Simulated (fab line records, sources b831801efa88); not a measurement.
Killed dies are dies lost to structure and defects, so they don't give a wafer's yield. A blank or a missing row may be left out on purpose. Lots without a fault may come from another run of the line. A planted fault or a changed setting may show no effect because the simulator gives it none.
fab line records | flow gf180mcu
record lots=24 wafers=72 last_day=35
route steps=602 shown V4@480 MIM@508 V5@554
lots that met no fault: from a run of the same line without faults
start_h: hours from the record's first day to the start of the lot's first wafer shown | wait_h: hours since the lot's step before | " the same as in the row above | L1.1+2: a row that stands for several wafers | - no value, or no start given | * or withheld: withheld | < > ~ a bound
route shown NAME@n: a module of which the file shows steps, and the number in the route of the first | usual: mean/standard deviation of fault-free wafers | same: alike in all rows | chamber/n: place in a boat | sites: the reading at each site | _std_site: their standard deviation | _edge_site: outer sites' mean less inner sites' | radius_mm: how far each site lies from the wafer's centre | mask NAME#n: copy n | behind: the tool/chamber that last shaped the wafer | hold: why the lot was held/for how many hours/how that ended | device: the transistor (n, p or np) that didn't switch | end of line: the same wafers' tests at the end of the route | a step without rows: its recipe alone | killed: dies lost to structure and defects at the first sort, not the wafer's yield | map: a wafer's dies, x killed, . not, _ none there
set.NAME: the setting as run; set.NAME@STEP: as run at that earlier step | model.NAME: the simulator's own value behind a step, which no gauge read
steps of the route over a sample of lots; a table a step, a row a wafer
services: from which hour (start_h, from the record's first day; less than 0 if before it) a tool's chamber was out of use, for how many hours, and why
## steps
# step GF_V4_CMP_04
# recipe material=SiO2 down_force_psi=4 platen_rpm=60 pad_velocity_m_s=0.94248
# usual motor_current_A=11.6/1.7 slurry_flow_ml_min=150.0/0.48 time_to_endpoint_s=83/5.6
# columns lot.wafer tool chamber start_h wait_h motor_current_A slurry_flow_ml_min time_to_endpoint_s
L074.3 cmp-01 0 537.44 0.1 11.7 149.7 77
L074.4 " 1 " " 12.8 149.9 84
L074.1 " 2 " " 11.7 149.9 75
L075.2 cmp-01 2 550.02 0.0 11.8 149.4 76
L075.4 " 3 " " 13.4 150.0 88
L075.6 " 3 " " 13.4 151.0 85
L076.2 cmp-02 1 577.44 3.4 12.4 149.4 79
L076.4 " 2 " " 12.7 149.4 90
L076.6 " 2 " " 13.3 150.8 82
L077.3 cmp-02 1 578.04 3.0 13.0 149.9 69
L077.2 " 2 " " 12.9 149.7 74
L077.6 " 1 " " 13.1 150.6 75
L078.4 cmp-01 1 580.17 0.0 12.8 150.1 92
L078.2 " 2 " " 12.1 150.6 84
L078.1 " 0 " " 12.1 150.0 82
L079.3 cmp-01 3 593.67 0.0 12.9 149.4 88
L079.2 " 1 " " 13.2 150.3 87
L079.6 " 3 " " 13.4 149.4 90
L080.4 cmp-02 2 598.21 0.0 12.4 149.8 83
L080.1 " 0 " " 8.2 150.9 77
L080.3 " 1 " " 12.2 149.9 73
L081.1 cmp-02 3 617.22 0.1 10.2 150.1 79
L081.2 " 0 " " 7.9 149.8 73
L081.3 " 2 " " 12.9 150.5 78
L082.4 cmp-02 0 620.52 0.1 8.3 150.0 88
L082.3 " 1 " " 12.8 150.8 78
L082.5 " 0 " " 8.2 149.7 93
L083.3 cmp-01 2 623.86 0.1 11.6 149.9 83
L083.4 " 3 " " 13.4 151.1 94
L083.6 " 0 " " 11.8 150.2 88
L084.4 cmp-02 1 626.02 0.0 13.0 150.3 83
L084.1 " 3 " " 10.2 149.8 79
L084.3 " 0 " " 8.7 149.9 80
L085.3 cmp-02 0 641.72 0.1 8.5 149.3 85
L085.6 " 3 " " 10.1 150.3 80
L085.5 " 0 " " 8.2 149.7 91
L086.3 cmp-02 1 643.97 0.1 12.7 149.7 79
L086.1 " 3 " " 10.4 149.3 80
L086.5 " 0 " " 8.5 150.2 91
L087.1 cmp-01 2 646.58 0.3 11.6 149.9 80
L087.6 " 0 " " 10.5 150.7 87
L087.5 " 1 " " 12.4 150.1 86
L088.3 cmp-01 0 660.07 0.1 12.1 150.5 81
L088.5 " 2 " " 11.1 149.5 79
L088.6 " 3 " " 13.1 149.5 93
L089.2 cmp-02 0 668.42 0.0 8.0 150.2 86
L089.6 " 0 " " 8.3 149.9 85
L089.5 " 1 " " 12.3 150.4 80
L090.2 cmp-02 0 680.55 0.0 8.6 150.0 80
L090.1 " 1 " " 12.4 150.4 75
L090.6 " 0 " " 8.3 150.7 88
L091.2 cmp-01 1 685.87 0.1 12.7 149.4 84
L091.3 " 2 " " 11.8 150.4 78
L091.5 " 0 " " 11.8 150.1 81
L094.2 cmp-02 3 705.97 0.0 10.6 149.8 78
L094.1 " 0 " " 8.2 151.1 79
L094.4 " 2 " " 13.1 149.7 78
L095.2 cmp-02 0 706.87 0.3 7.9 149.9 79
L095.5 " 3 " " 9.8 149.4 75
L095.6 " 0 " " 8.1 150.0 77
L093.1 cmp-02 2 707.45 0.1 12.6 149.7 83
L093.2 " 0 " " 8.3 150.1 79
L093.5 " 1 " " 12.7 150.3 80
L096.1 cmp-01 3 708.42 0.1 13.0 149.9 91
L096.4 " 1 " " 13.0 149.3 95
L096.6 " 2 " " 11.5 150.1 80
L092.4 cmp-01 3 709.62 0.0 12.9 150.4 94
L092.1 " 0 " " 12.1 150.1 89
L092.2 " 1 " " 12.0 150.4 86
L097.3 cmp-01 2 725.19 0.1 11.7 150.6 83
L097.6 " 1 " " 13.3 150.6 91
L097.5 " 2 " " 11.3 150.0 79
# step GF_V4_OVL_MEAS_15
# usual V4_OVL=2/5.6
# columns lot.wafer tool chamber start_h wait_h V4_OVL[nm]
L074.1 overlay-01 - 559.88 0.1 1
L074.3 " - " " 1
L074.4 " - " " 9
L075.2 overlay-01 - 572.34 0.1 -14
L075.4 " - " " -5
L075.6 " - " " -3
L076.2 overlay-01 - 599.08 0.1 5
L076.4 " - " " 1
L076.6 " - " " 2
L077.2 overlay-01 - 599.92 0.1 -1
L077.3 " - " " 7
L077.6 " - " " -1
L078.1 overlay-01 - 601.98 0.1 -7
L078.2 " - " " 4
L078.4 " - " " 10
L079.2 overlay-01 - 615.02 0.1 0
L079.3 " - " " -4
L079.6 " - " " 0
L080.1 overlay-01 - 619.73 0.1 9
L080.3 " - " " -3
L080.4 " - " " -8
L081.1 overlay-02 - 637.68 0.1 7
L081.2 " - " " 3
L081.3 " - " " 7
L082.3 overlay-01 - 641.54 0.1 6
L082.4 " - " " 10
L082.5 " - " " 10
L083.3 overlay-02 - 644.76 0.1 5
L083.4 " - " " 5
L083.6 " - " " 1
L084.1 overlay-02 - 647.11 0.1 1
L084.3 " - " " 1
L084.4 " - " " -6
L085.3 overlay-01 - 662.34 0.1 -11
L085.5 " - " " -4
L085.6 " - " " -8
L086.1 overlay-01 - 664.33 0.1 -5
L086.3 " - " " -10
L086.5 " - " " 1
L087.1 overlay-02 - 666.36 0.1 6
L087.5 " - " " 3
L087.6 " - " " 4
L088.3 overlay-02 - 679.54 0.1 4
L088.5 " - " " 9
L088.6 " - " " 3
L089.2 overlay-02 - 688.69 0.1 -2
L089.5 " - " " -4
L089.6 " - " " -1
L090.1 overlay-02 - 699.46 0.1 1
L090.2 " - " " 3
L090.6 " - " " 0
L091.2 overlay-01 - 705.19 0.1 2
L091.3 " - " " 11
L091.5 " - " " 9
L094.1 overlay-02 - 724.53 0.1 10
L094.2 " - " " 8
L094.4 " - " " 14
L095.2 overlay-02 - 725.78 0.1 9
L095.5 " - " " -10
L095.6 " - " " 6
L093.1 overlay-01 - 726.18 0.1 6
L093.2 " - " " -7
L093.5 " - " " 3
L096.1 overlay-02 - 727.46 0.1 0
L096.4 " - " " 3
L096.6 " - " " 9
L092.1 overlay-02 - 728.43 0.1 1
L092.2 " - " " 6
L092.4 " - " " 6
L097.3 overlay-01 - 743.57 0.1 4
L097.5 " - " " -2
L097.6 " - " " 1
# step GF_V4_CMP_26
# recipe stop_on=SiO2 down_force_psi=3.5 platen_rpm=60 t_overpolish_s=15 target_thk_nm=0 pad_velocity_m_s=0.94248
# usual motor_current_A=10.7/1.6 overpolish_run_s=15.002/0.0086 slurry_flow_ml_min=150.0/0.5 time_to_endpoint_s=87/3.2
# same t_overpolish_s=15
# columns lot.wafer tool chamber start_h wait_h motor_current_A overpolish_run_s slurry_flow_ml_min time_to_endpoint_s
L074.1 cmp-01 3 561.48 0.5 12.9 14.993 149.4 89
L074.3 " 0 " " 10.6 15.006 150.2 88
L074.4 " 2 " " 10.7 15.003 150.5 80
L075.2 cmp-02 0 576.84 3.4 7.3 14.998 149.8 94
L075.4 " 3 " " 9.6 14.979 150.0 88
L075.6 " 1 " " 11.6 15.008 149.7 85
L076.4 cmp-02 0 600.31 0.1 7.7 15.016 149.2 91
L076.2 " 1 " " 11.7 15.001 150.4 86
L076.6 " 3 " " 9.6 15.008 149.9 85
L077.3 cmp-01 1 601.09 0.1 12.0 15.003 149.9 84
L077.2 " 2 " " 10.8 14.999 149.8 84
L077.6 " 1 " " 12.2 14.993 150.3 81
L078.1 cmp-01 3 603.15 0.1 12.3 14.985 150.5 96
L078.4 " 0 " " 10.8 15.001 150.2 92
L078.2 " 1 " " 11.9 15.001 149.5 91
L079.3 cmp-02 2 616.23 0.1 11.8 14.995 149.2 88
L079.2 " 3 " " 9.4 15.011 149.9 83
L079.6 " 0 " " 6.9 14.994 149.4 86
L080.4 cmp-02 3 621.07 0.2 9.7 15.008 150.3 88
L080.1 " 0 " " 7.5 14.991 149.6 95
L080.3 " 2 " " 11.8 15.007 150.6 88
L081.2 cmp-01 2 638.78 0.0 11.0 14.999 149.7 84
L081.1 " 3 " " 12.3 14.994 150.1 89
L081.3 " 0 " " 11.1 14.995 150.1 89
L082.4 cmp-02 3 642.62 0.0 10.0 14.993 148.7 82
L082.3 " 0 " " 7.3 15.008 150.5 89
L082.5 " 0 " " 7.6 15.008 150.7 90
L083.3 cmp-02 3 646.02 0.2 10.3 14.993 150.6 88
L083.4 " 2 " " 12.2 14.995 150.2 86
L083.6 " 0 " " 7.1 15.014 149.8 92
L084.3 cmp-02 1 648.41 0.2 12.2 14.998 150.8 83
L084.1 " 2 " " 11.9 15.007 149.6 89
L084.4 " 3 " " 9.9 15.000 149.6 85
L085.3 cmp-02 3 663.90 0.4 9.6 14.997 149.5 86
L085.6 " 0 " " 7.2 15.005 149.5 90
L085.5 " 1 " " 11.6 15.011 149.9 84
L086.1 cmp-01 1 665.61 0.1 11.5 14.989 150.2 88
L086.3 " 3 " " 12.6 15.012 149.8 88
L086.5 " 0 " " 11.1 15.012 150.4 87
L087.1 cmp-01 1 667.59 0.1 11.7 15.014 150.2 86
L087.5 " 3 " " 12.1 14.996 149.1 87
L087.6 " 0 " " 11.1 14.998 149.9 89
L088.3 cmp-02 0 681.00 0.4 7.5 14.980 149.7 90
L088.5 " 1 " " 11.2 15.002 149.9 89
L088.6 " 2 " " 12.1 15.009 149.6 89
L089.2 cmp-01 3 689.77 0.0 12.5 15.005 148.9 88
L089.5 " 3 " " 12.3 15.007 149.9 86
L089.6 " 0 " " 10.3 15.013 149.8 87
L090.2 cmp-02 2 700.65 0.1 11.8 15.005 148.8 88
L090.1 " 3 " " 10.2 14.998 150.0 90
L090.6 " 1 " " 11.6 14.984 149.9 85
L091.2 cmp-01 3 706.27 0.0 12.1 15.015 151.2 88
L091.3 " 1 " " 11.7 15.007 150.3 86
L091.5 " 0 " " 10.8 15.013 149.5 86
L094.4 cmp-02 1 725.62 0.0 11.5 15.000 150.5 84
L094.1 " 2 " " 11.5 15.007 150.4 89
L094.2 " 0 " " 7.7 15.003 150.9 90
L095.2 cmp-01 3 726.97 0.1 12.8 14.996 150.5 88
L095.5 " 1 " " 11.8 15.007 149.6 83
L095.6 " 2 " " 11.1 14.987 149.8 86
L093.1 cmp-02 2 727.40 0.2 11.9 14.996 149.5 86
L093.2 " 3 " " 9.7 15.010 150.0 84
L093.5 " 3 " " 9.0 14.993 149.6 85
L096.1 cmp-01 3 728.61 0.1 13.1 14.996 150.8 90
L096.4 " 0 " " 11.1 15.021 149.4 88
L096.6 " 3 " " 11.5 14.991 149.9 88
L092.4 cmp-01 3 729.52 0.0 12.4 15.007 150.5 91
L092.1 " 0 " " 10.8 14.996 148.8 91
L092.2 " 1 " " 11.8 14.991 149.8 88
L097.3 cmp-02 3 744.67 0.0 9.4 14.998 150.1 85
L097.5 " 3 " " 9.3 14.982 149.6 87
L097.6 " 0 " " 7.4 14.993 150.7 89
# step GF_MIM_CVD_05
# recipe material=Si3N4 target_thk_nm=42 temp_max_c=400 temp_c=385 time_s=29.086 rf_w=450
# usual heater_power_w=693/80 susceptor_temp_C=385.00/0.21
# columns lot.wafer tool chamber start_h wait_h heater_power_w susceptor_temp_C
L074.1 pecvd-04 2 562.00 0.0 681 384.82
L074.3 " 0 " " 678 384.62
L074.4 " 2 " " 692 384.91
L075.2 pecvd-02 0 577.36 0.0 514 384.70
L075.4 " 1 " " 583 384.88
L075.6 " 0 " " 524 384.77
L076.2 pecvd-04 2 600.73 0.0 657 384.93
L076.4 " 2 " " 664 384.96
L076.6 " 0 " " 670 385.10
L077.2 pecvd-04 0 601.56 0.0 660 384.77
L077.3 " 2 " " 685 385.10
L077.6 " 1 " " 705 385.35
L078.1 pecvd-04 0 603.62 0.0 626 385.04
L078.2 " 2 " " 740 385.26
L078.4 " 2 " " 732 384.91
L079.2 pecvd-02 2 616.66 0.0 573 385.19
L079.3 " 0 " " 466 385.15
L079.6 " 2 " " 565 385.06
L080.1 pecvd-02 1 621.59 0.0 670 385.00
L080.3 " 0 " " 553 384.88
L080.4 " 2 " " 682 384.84
L081.1 pecvd-03 1 639.30 0.0 828 384.59
L081.2 " 2 " " 736 384.81
L081.3 " 0 " " 806 384.71
L082.3 pecvd-03 2 643.14 0.0 673 384.90
L082.4 " 0 " " 840 384.80
L082.5 " 1 " " 766 385.01
L083.3 pecvd-03 0 646.54 0.0 790 384.86
L083.4 " 1 " " 715 385.09
L083.6 " 2 " " 704 385.34
L084.1 pecvd-03 0 648.93 0.0 726 384.92
L084.3 " 1 " " 803 384.78
L084.4 " 1 " " 790 384.92
L085.3 pecvd-04 0 664.27 0.0 572 385.26
L085.5 " 2 " " 757 385.13
L085.6 " 1 " " 681 385.03
L086.1 pecvd-04 1 666.08 0.0 734 384.89
L086.3 " 0 " " 634 384.91
L086.5 " 2 " " 687 384.96
L087.1 pecvd-03 2 668.01 0.0 724 384.88
L087.5 " 1 " " 856 384.92
L087.6 " 0 " " 762 384.77
L088.3 pecvd-04 2 681.37 0.0 719 384.74
L088.5 " 0 " " 633 385.08
L088.6 " 2 " " 702 385.10
L089.2 pecvd-03 2 690.29 0.0 707 384.99
L089.5 " 0 " " 775 384.67
L089.6 " 1 " " 806 385.02
L090.1 pecvd-02 0 701.07 0.0 575 384.98
L090.2 " 2 " " 681 385.13
L090.6 " 0 " " 566 384.72
L091.2 pecvd-04 1 706.79 0.0 838 384.98
L091.3 " 0 " " 678 385.12
L091.5 " 2 " " 730 384.95
L094.1 pecvd-03 2 726.16 0.0 656 385.13
L094.2 " 1 " " 787 384.48
L094.4 " 2 " " 658 385.26
L095.2 pecvd-03 0 727.42 0.0 753 384.91
L095.5 " 0 " " 766 384.73
L095.6 " 1 " " 737 384.72
L093.1 pecvd-03 0 727.94 0.0 730 384.96
L093.2 " 2 " " 743 385.21
L093.5 " 2 " " 755 385.28
L096.1 pecvd-02 0 729.09 0.0 555 385.31
L096.4 " 2 " " 594 385.15
L096.6 " 1 " " 637 384.71
L092.1 pecvd-04 1 730.04 0.0 756 384.87
L092.2 " 2 " " 736 384.80
L092.4 " 0 " " 674 385.45
L097.3 pecvd-04 0 745.19 0.0 625 385.20
L097.5 " 1 " " 687 384.94
L097.6 " 0 " " 649 384.80
# step GF_MIM_THK_MEAS_06
# recipe reads=Si3N4_of_MIM_CVD_05
# usual MIM_CVD_05_THK=42.1/0.6
# columns lot.wafer tool chamber start_h wait_h MIM_CVD_05_THK[nm]
L074.1 film_metro-04 - 562.03 0.0 42.0
L074.3 " - " " 41.6
L074.4 " - " " 43.6
L075.2 film_metro-04 - 577.40 0.0 41.5
L075.4 " - " " 42.0
L075.6 " - " " 42.1
L076.2 film_metro-03 - 600.77 0.0 42.3
L076.4 " - " " 43.2
L076.6 " - " " 42.1
L077.2 film_metro-04 - 601.61 0.0 41.7
L077.3 " - " " 42.0
L077.6 " - " " 42.0
L078.1 film_metro-04 - 603.65 0.0 41.4
L078.2 " - " " 41.8
L078.4 " - " " 42.7
L079.2 film_metro-03 - 616.71 0.0 42.2
L079.3 " - " " 43.0
L079.6 " - " " 42.8
L080.1 film_metro-04 - 621.62 0.0 41.1
L080.3 " - " " 41.5
L080.4 " - " " 41.6
L081.1 film_metro-04 - 639.33 0.0 41.3
L081.2 " - " " 41.4
L081.3 " - " " 41.3
L082.3 film_metro-02 - 643.19 0.0 41.7
L082.4 " - " " 42.2
L082.5 " - " " 42.8
L083.3 film_metro-02 - 646.59 0.0 41.9
L083.4 " - " " 42.9
L083.6 " - " " 42.1
L084.1 film_metro-03 - 648.97 0.0 41.4
L084.3 " - " " 42.2
L084.4 " - " " 43.1
L085.3 film_metro-03 - 664.33 0.0 41.6
L085.5 " - " " 43.3
L085.6 " - " " 42.8
L086.1 film_metro-03 - 666.12 0.0 42.0
L086.3 " - " " 41.0
L086.5 " - " " 43.0
L087.1 film_metro-02 - 668.04 0.0 42.1
L087.5 " - " " 43.0
L087.6 " - " " 42.7
L088.3 film_metro-02 - 681.42 0.0 41.9
L088.5 " - " " 41.3
L088.6 " - " " 42.6
L089.2 film_metro-03 - 690.33 0.0 41.3
L089.5 " - " " 42.0
L089.6 " - " " 42.2
L090.1 film_metro-03 - 701.11 0.0 42.3
L090.2 " - " " 41.7
L090.6 " - " " 43.1
L091.2 film_metro-02 - 706.83 0.0 41.6
L091.3 " - " " 41.1
L091.5 " - " " 43.1
L094.1 film_metro-04 - 726.19 0.0 41.8
L094.2 " - " " 42.3
L094.4 " - " " 42.6
L095.2 film_metro-03 - 727.46 0.0 41.2
L095.5 " - " " 41.6
L095.6 " - " " 42.9
L093.1 film_metro-02 - 728.03 0.1 41.6
L093.2 " - " " 42.1
L093.5 " - " " 42.1
L096.1 film_metro-02 - 729.13 0.0 41.8
L096.4 " - " " 41.3
L096.6 " - " " 41.7
L092.1 film_metro-02 - 730.07 0.0 42.2
L092.2 " - " " 42.4
L092.4 " - " " 42.9
L097.3 film_metro-03 - 745.24 0.0 41.6
L097.5 " - " " 42.6
L097.6 " - " " 42.6
# step GF_V5_CD_MEAS_14
# recipe target_cd_nm=260
# usual cd_nm=260.4/1.3
# columns lot.wafer tool chamber start_h wait_h cd_nm
L074.1 cd_sem-02 - 625.14 0.1 261.1
L074.3 " - " " 262.4
L074.4 " - " " 261.7
L075.2 cd_sem-01 - 642.08 0.1 258.3
L075.4 " - " " 256.6
L075.6 " - " " 257.8
L076.2 cd_sem-02 - 662.91 0.1 260.1
L076.4 " - " " 260.7
L076.6 " - " " 261.0
L077.2 cd_sem-01 - 665.18 0.1 260.2
L077.3 " - " " 262.6
L077.6 " - " " 261.2
L078.1 cd_sem-01 - 667.14 0.1 263.6
L078.2 " - " " 262.2
L078.4 " - " " 263.1
L079.2 cd_sem-01 - 676.13 0.1 260.6
L079.3 " - " " 261.6
L079.6 " - " " 259.6
L080.1 cd_sem-02 - 682.49 0.1 260.8
L080.3 " - " " 260.5
L080.4 " - " " 260.1
L081.1 cd_sem-02 - 698.14 0.1 260.0
L081.2 " - " " 260.9
L081.3 " - " " 260.8
L082.3 cd_sem-01 - 703.08 0.1 261.2
L082.4 " - " " 261.8
L082.5 " - " " 260.8
L083.3 cd_sem-02 - 706.75 0.1 260.0
L083.4 " - " " 259.8
L083.6 " - " " 258.8
L084.1 cd_sem-02 - 709.31 0.1 261.2
L084.3 " - " " 261.0
L084.4 " - " " 261.7
L085.3 cd_sem-01 - 722.85 0.1 259.2
L085.5 " - " " 259.5
L085.6 " - " " 260.3
L086.1 cd_sem-02 - 724.39 0.1 262.9
L086.3 " - " " 262.5
L086.5 " - " " 261.4
L087.1 cd_sem-01 - 724.74 0.1 259.8
L087.5 " - " " 259.4
L087.6 " - " " 259.8
L088.3 cd_sem-01 - 738.33 0.1 259.5
L088.5 " - " " 259.7
L088.6 " - " " 260.1
L089.2 cd_sem-01 - 746.61 0.1 260.4
L089.5 " - " " 260.5
L089.6 " - " " 260.8
L090.1 cd_sem-01 - 755.59 0.1 260.3
L090.2 " - " " 259.9
L090.6 " - " " 260.4
L091.2 cd_sem-02 - 761.41 0.1 261.0
L091.3 " - " " 261.4
L091.5 " - " " 260.7
L094.1 cd_sem-01 - 778.74 0.1 259.1
L094.2 " - " " 258.1
L094.4 " - " " 260.0
L095.2 cd_sem-01 - 779.93 0.1 257.3
L095.5 " - " " 258.3
L095.6 " - " " 259.1
L093.1 cd_sem-02 - 780.04 0.1 259.0
L093.2 " - " " 259.4
L093.5 " - " " 260.0
L096.1 cd_sem-01 - 781.19 0.1 260.5
L096.4 " - " " 262.2
L096.6 " - " " 261.5
L092.1 cd_sem-01 - 782.44 0.1 261.2
L092.2 " - " " 259.4
L092.4 " - " " 260.5
L097.3 cd_sem-01 - 796.55 0.1 260.9
L097.5 " - " " 262.1
L097.6 " - " " 261.5
## services
# columns tool chamber start_h hours kind
cmp-02 - 513.54 16.3 pm
pecvd-02 - 515.06 6.0 pm
pecvd-03 0 535.58 4.8 repair
pecvd-03 - 539.66 5.3 repair
pecvd-04 1 547.78 7.2 repair
pecvd-04 - 549.75 1.5 repair
cmp-02 - 555.39 6.4 pm
cmp-01 - 557.42 1.5 repair
cmp-01 - 563.82 3.3 repair
cmp-02 - 572.24 4.0 pm
pecvd-04 - 584.02 1.8 repair
pecvd-03 - 591.12 14.0 pm
pecvd-02 - 597.32 0.8 repair
pecvd-04 - 604.25 1.1 repair
pecvd-02 1 609.24 8.9 repair
cmp-01 - 617.20 4.3 repair
cmp-02 - 631.04 0.4 repair
pecvd-04 - 632.27 2.4 repair
cmp-01 - 647.49 2.9 repair
cmp-01 - 679.76 5.5 pm
pecvd-03 - 684.20 0.8 pm
cmp-02 - 688.52 0.8 repair
pecvd-04 0 735.18 2.8 repair
cmp-01 - 744.00 4.0 pm
## key
fault none
